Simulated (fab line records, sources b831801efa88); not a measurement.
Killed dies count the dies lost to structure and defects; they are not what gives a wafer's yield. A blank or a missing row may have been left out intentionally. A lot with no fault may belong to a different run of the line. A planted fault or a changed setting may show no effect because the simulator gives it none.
Chamber matching :: flow gf180mcu :: 3 sister chambers for GF_V5_CMP_04 on cmp-02
The step polishes SiO2. 6 wafers are shown with their chamber, then 6 later ones without.

WAFERS, EACH WITH ITS CHAMBER
wafer: L597.5
chamber: 0
motor-current-A (A): 12.8
edge-zone-pressure-frac: 0.997

wafer: L599.1
chamber: 3
motor-current-A (A): 13.5
edge-zone-pressure-frac: 0.990

wafer: L599.2
chamber: 1
motor-current-A (A): 12.9
edge-zone-pressure-frac: 1.001

wafer: L599.3
chamber: 0
motor-current-A (A): 13.3
edge-zone-pressure-frac: 1.004

wafer: L600.3
chamber: 1
motor-current-A (A): 13.3
edge-zone-pressure-frac: 1.000

wafer: L600.4
chamber: 3
motor-current-A (A): 12.6
edge-zone-pressure-frac: 1.003

WAFERS WITH NO CHAMBER GIVEN
wafer: L600.6
motor-current-A (A): 13.9
edge-zone-pressure-frac: 1.007

wafer: L601.1
motor-current-A (A): 13.2
edge-zone-pressure-frac: 0.999

wafer: L601.2
motor-current-A (A): 13.0
edge-zone-pressure-frac: 1.009

wafer: L601.5
motor-current-A (A): 14.1
edge-zone-pressure-frac: 1.005

wafer: L605.2
motor-current-A (A): 12.5
edge-zone-pressure-frac: 0.992

wafer: L605.6
motor-current-A (A): 13.6
edge-zone-pressure-frac: 1.001

THE CHAMBER EACH PASSED THROUGH
wafer: L600.6
from the rows above: can't be placed: 1 or 0 or 3
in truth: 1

wafer: L601.1
from the rows above: can't be placed: 1 or 0 or 3
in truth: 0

wafer: L601.2
from the rows above: can't be placed: 0 or 1 or 3
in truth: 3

wafer: L601.5
from the rows above: can't be placed: 1 or 0 or 3
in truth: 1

wafer: L605.2
from the rows above: can't be placed: 3 or 0 or 1
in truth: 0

wafer: L605.6
from the rows above: can't be placed: 1 or 0 or 3
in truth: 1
Correct placement for 0 of the 6. Not placeable from these rows: 6 (in 6, the candidates include the true chamber). Number placed wrongly: 0.
How it was worked out, from the rows above alone: a wafer's distance from a chamber is the root of the sum, over the readings, of the square of ((its reading less the chamber's mean) divided by the reading's scatter). If the next closest chamber is less than 2 further off than the closest, the wafer can't be placed; otherwise it belongs to the closest. A chamber's mean is the mean of its shown wafers. The scatter is the square root of a quotient: the sum, over the shown wafers, of each reading's squared deviation from its chamber's mean, divided by wafers minus chambers.
